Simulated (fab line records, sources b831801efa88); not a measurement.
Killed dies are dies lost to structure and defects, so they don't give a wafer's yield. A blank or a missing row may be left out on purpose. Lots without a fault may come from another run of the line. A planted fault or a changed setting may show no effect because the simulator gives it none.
One fault seen from 2 desks | flow sky130 | each desk has only its own numbers; what lay behind them comes last

THE TOOL OWNER'S DESK: cmp-02
The tool's own readings at SKY_LI_CONTACT_CMP_24 (polishes, stops on PSG, t overpolish 20 s, target thk 0 nm): means of the sampled wafers that have a number, for each lot that ran on this tool. A lot is out of limits, marked OUT, if its mean lies more than 4 standard deviations from the usual mean; the brackets give that distance.
Columns: A = motor_current_A at SKY_LI_CONTACT_CMP_24, usual 11.0 A; B = overpolish_run_s at SKY_LI_CONTACT_CMP_24, usual 20.000 s; C = slurry_flow_ml_min at SKY_LI_CONTACT_CMP_24, usual 150.0; D = time_to_endpoint_s at SKY_LI_CONTACT_CMP_24, usual 96 s
lot  | first seen here | A    | B      | C     | D
L182 | day 29 17:38    | 11.9 | 19.994 | 150.0 | 95
L183 | day 29 21:40    | 10.8 | 19.994 | 149.7 | 95
L185 | day 30 11:29    | 11.3 | 20.002 | 150.0 | 99
L186 | day 30 23:49    | 11.5 | 20.004 | 150.4 | 96
L191 | day 32 14:48    | 10.4 | 19.998 | 150.0 | 91
L193 | day 33 01:58    | 11.7 | 20.000 | 150.4 | 100
L197 | day 34 15:02    | 10.3 | 20.009 | 149.8 | 94
L198 | day 35 06:30    | 11.0 | 19.998 | 149.7 | 100
This desk's finding: nothing out of limits on any of the 8 lots.

THE METROLOGY DESK
What the gauges read, lot by lot, whatever tool the lot ran on: means of the sampled wafers that have a number. A lot is out of limits, marked OUT, if its mean lies more than 4 standard deviations from the usual mean; the brackets give that distance.
Columns: A = VIA4_W_RS at SKY_VIA4_RS_MEAS_19, usual 0.226 ohm/sq
lot  | first seen here | A
L182 | day 43 06:13    | 0.223
L183 | day 43 10:46    | 0.222
L185 | day 43 21:22    | 0.227
L186 | day 44 07:38    | 0.228
L187 | day 44 10:44    | 0.223
L188 | day 45 00:53    | 0.225
L190 | day 45 15:59    | 0.228
L191 | day 45 16:59    | 0.229
L193 | day 46 01:41    | 0.225
L192 | day 46 01:59    | 0.233
L197 | day 47 04:55    | 0.229
L198 | day 47 15:12    | 0.224
L201 | day 48 15:29    | 0.223
This desk's finding: nothing out of limits on any of the 13 lots.

PUT TOGETHER
The tool owner's desk saw nothing out of limits.
The metrology desk saw nothing out of limits.

WHAT THE SIMULATOR HAD PUT IN
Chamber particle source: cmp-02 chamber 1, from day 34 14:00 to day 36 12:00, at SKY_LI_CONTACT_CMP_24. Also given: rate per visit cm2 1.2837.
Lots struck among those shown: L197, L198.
